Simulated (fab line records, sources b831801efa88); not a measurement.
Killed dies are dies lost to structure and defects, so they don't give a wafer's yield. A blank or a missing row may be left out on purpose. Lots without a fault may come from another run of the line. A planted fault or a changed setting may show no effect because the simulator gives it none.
Chamber matching | flow gf180mcu | GF_MIM_CVD_05 on pecvd-04: 3 sister chambers
The step deposits Si3N4, target thk 42 nm, time 29.086 s. 3 wafers are shown with their chamber, then 7 later ones without.

WAFERS WITH THEIR CHAMBER
wafer  | chamber | heater_power_w (W)
L285.6 | 1       | 677
L292.2 | 2       | 526
L292.3 | 0       | 496

WAFERS WITHOUT THEIR CHAMBER
wafer  | heater_power_w (W)
L292.4 | 516
L293.1 | 675
L293.4 | 683
L293.6 | 586
L296.2 | 519
L296.3 | 526
L296.6 | 533

WHICH CHAMBER EACH WENT THROUGH
wafer  | from the rows above          | in truth
L292.4 | can't be placed: 2 or 0      | 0
L293.1 | 1                            | 1
L293.4 | 1                            | 1
L293.6 | can't be placed: 2 or 0 or 1 | 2
L296.2 | can't be placed: 2 or 0      | 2
L296.3 | can't be placed: 2 or 0      | 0
L296.6 | can't be placed: 2 or 0      | 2
Placed correctly: 2 of 7. Can't be placed from these rows: 5 (the true chamber is among the candidates in 5). Placed wrongly: 0.
How it was worked out, from the rows above alone: a wafer's distance from a chamber is the root of the sum, over the readings, of the square of ((its reading less the chamber's mean) divided by the reading's scatter). The wafer belongs to the nearest chamber; if the next one is less than 2 further off, it can't be placed. A chamber's mean is the mean of its shown wafers. The scatter: with one shown wafer a chamber, the root of the mean of the squares of how far each hidden wafer lies from its nearest shown one.
